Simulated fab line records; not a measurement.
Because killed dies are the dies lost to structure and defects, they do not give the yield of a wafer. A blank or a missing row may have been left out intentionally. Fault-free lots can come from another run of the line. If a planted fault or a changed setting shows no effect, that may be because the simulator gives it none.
A single fault, viewed from 2 desks ; flow gf180mcu ; only its own numbers are on each desk; what lay behind them is given at the end
Where a reading is given only as a bound, like >300, the bound stands for it, and a mean or a difference that rests on one is marked > or <: the true number lies beyond.

FOR THE TOOL OWNER'S DESK: cvd-w-02
The tool's own readings at GF_V5_CVD_23 (deposits W, target thk 350 nm, time 104.9 s): means of the sampled wafers that have a number, for each lot that ran on this tool. Marked OUT: a lot whose mean sits more than 4 standard deviations from the usual mean, which makes it out of limits; the brackets give that distance.
Columns: A = chamber-pressure-Torr at GF_V5_CVD_23, usual 40.00 Torr; B = heater-power-outer-w at GF_V5_CVD_23, usual 492 W; C = heater-power-w at GF_V5_CVD_23, usual 833 W
lot;first seen here;A;B;C
L485;day 28 02:38;40.08;475;826
L499;day 31 22:10;40.01;517;873
L500;day 32 04:33;40.00;512;889
L502;day 32 17:13;39.97;531;916
L503;day 32 22:05;40.02;481;834
L506;day 33 15:02;39.92;453;781
L507;day 33 20:14;40.00;510;888
This desk found nothing out of limits on any of the 7 lots.

THE METROLOGY DESK
What the gauges read, lot by lot, whatever tool the lot ran on: means of the sampled wafers that have a number. Marked OUT: a lot whose mean sits more than 4 standard deviations from the usual mean, which makes it out of limits; the brackets give that distance.
Columns: A = V4_CVD_02_THK at GF_V4_THK_MEAS_03, usual 852 nm; B = MIM_ALCU_THK at GF_MIM_THK_MEAS_11, usual 201.2 nm; C = V5_W_RS at GF_V5_RS_MEAS_24, usual 0.332 ohm/sq; D = V5_W_THK at GF_V5_THK_MEAS_25, usual 354 nm
lot;first seen here;A;B;C;D
L484;day 23 10:50;847;202.1;0.326;363
L485;day 24 09:11;853;197.4;0.333;353
L487;day 24 22:54;865;199.7;0.325;360
L490;day 26 05:51;842;201.8;44.118 (+99 or more) OUT;<0 (<-53) OUT
L491;day 26 07:51;856;202.0;43.598 (+99 or more) OUT;<0 (<-53) OUT
L492;day 26 15:50;863;202.3;43.428 (+99 or more) OUT;<0 (<-53) OUT
L499;day 28 14:05;852;202.8;0.336;351
L500;day 28 23:21;850;204.2;0.333;353
L502;day 29 09:52;855;194.7;0.331;350
L503;day 29 18:36;845;200.9;0.337;345
L506;day 30 13:26;863;202.2;0.341;343
L507;day 30 20:04;853;205.6;0.336;348
This desk's finding: out of limits on L490, L491, L492; first on L490, day 29 18:57 (V5_W_RS at GF_V5_RS_MEAS_24). L484, L485, L487, L499, L500, L502, L503, L506, L507: within limits.

BROUGHT TOGETHER
L490, L491, L492 would have let the metrology desk raise an alarm at day 29 18:57.
The desk of the tool owner found nothing out of limits.
The tool owner's desk has no number on record for L490, L491, L492.
Of the lots named, all ran GF_V5_CVD_23 on cvd-w-02.

WHAT THE SIMULATOR HAD PUT IN
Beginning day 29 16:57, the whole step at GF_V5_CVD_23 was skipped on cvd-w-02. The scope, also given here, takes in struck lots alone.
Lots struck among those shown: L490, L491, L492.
Per desk, hours elapsed from the start of the fault to the first reading out of limits: for the metrology desk, 2.
